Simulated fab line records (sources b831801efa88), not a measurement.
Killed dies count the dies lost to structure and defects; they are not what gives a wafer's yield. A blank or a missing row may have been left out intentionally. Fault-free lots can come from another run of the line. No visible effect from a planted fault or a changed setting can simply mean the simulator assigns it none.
Matching of chambers || flow sky130 || 4 sister chambers for SKY_METAL3_ETCH_17 on rie-diel-04
The step etches SiO2 in C4F8/O2/Ar, stops on TiN, time 3.9 s, target depth 15 nm. 4 wafers are shown with their chamber, then 11 later ones without.

== WAFERS PAIRED WITH THEIR CHAMBERS ==
{"wafer": "L080.1", "chamber": 1, "oes-product-au (a.u.)": 0.744}
{"wafer": "L087.4", "chamber": 2, "oes-product-au (a.u.)": 0.756}
{"wafer": "L089.3", "chamber": 0, "oes-product-au (a.u.)": 0.750}
{"wafer": "L089.4", "chamber": 3, "oes-product-au (a.u.)": 0.763}

== WAFERS WITHOUT THEIR CHAMBER ==
{"wafer": "L089.5", "oes-product-au (a.u.)": 0.768}
{"wafer": "L089.6", "oes-product-au (a.u.)": 0.762}
{"wafer": "L091.3", "oes-product-au (a.u.)": 0.748}
{"wafer": "L091.4", "oes-product-au (a.u.)": 0.761}
{"wafer": "L091.6", "oes-product-au (a.u.)": 0.756}
{"wafer": "L093.1", "oes-product-au (a.u.)": 0.753}
{"wafer": "L093.2", "oes-product-au (a.u.)": 0.750}
{"wafer": "L093.6", "oes-product-au (a.u.)": 0.758}
{"wafer": "L097.2", "oes-product-au (a.u.)": 0.760}
{"wafer": "L097.4", "oes-product-au (a.u.)": 0.762}
{"wafer": "L097.5", "oes-product-au (a.u.)": 0.763}

== WHICH CHAMBER EACH WENT THROUGH ==
{"wafer": "L089.5", "from the rows above": 3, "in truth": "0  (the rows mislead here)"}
{"wafer": "L089.6", "from the rows above": 3, "in truth": 3}
{"wafer": "L091.3", "from the rows above": "can't be placed: 0 or 1", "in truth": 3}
{"wafer": "L091.4", "from the rows above": "can't be placed: 3 or 2", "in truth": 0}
{"wafer": "L091.6", "from the rows above": 2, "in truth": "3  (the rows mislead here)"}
{"wafer": "L093.1", "from the rows above": "can't be placed: 0 or 2", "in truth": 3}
{"wafer": "L093.2", "from the rows above": 0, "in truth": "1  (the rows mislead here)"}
{"wafer": "L093.6", "from the rows above": "can't be placed: 2 or 3", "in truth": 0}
{"wafer": "L097.2", "from the rows above": "can't be placed: 3 or 2", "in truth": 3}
{"wafer": "L097.4", "from the rows above": 3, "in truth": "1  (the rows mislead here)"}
{"wafer": "L097.5", "from the rows above": 3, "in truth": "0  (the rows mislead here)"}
1 of 11 placed correctly. Cannot be placed on the basis of these rows: 5; the candidates contain the true chamber in 1. 5 placed wrongly.
How it was worked out, from the rows above alone: a wafer's distance from a chamber is the root of the sum, over the readings, of the square of ((its reading less the chamber's mean) divided by the reading's scatter). If the next closest chamber is less than 2 further off than the closest, the wafer can't be placed; otherwise it belongs to the closest. For every chamber, the mean is computed from those of its wafers that are shown. The scatter: root of mean squared gap, hidden wafer to nearest shown wafer, with one shown wafer a chamber.
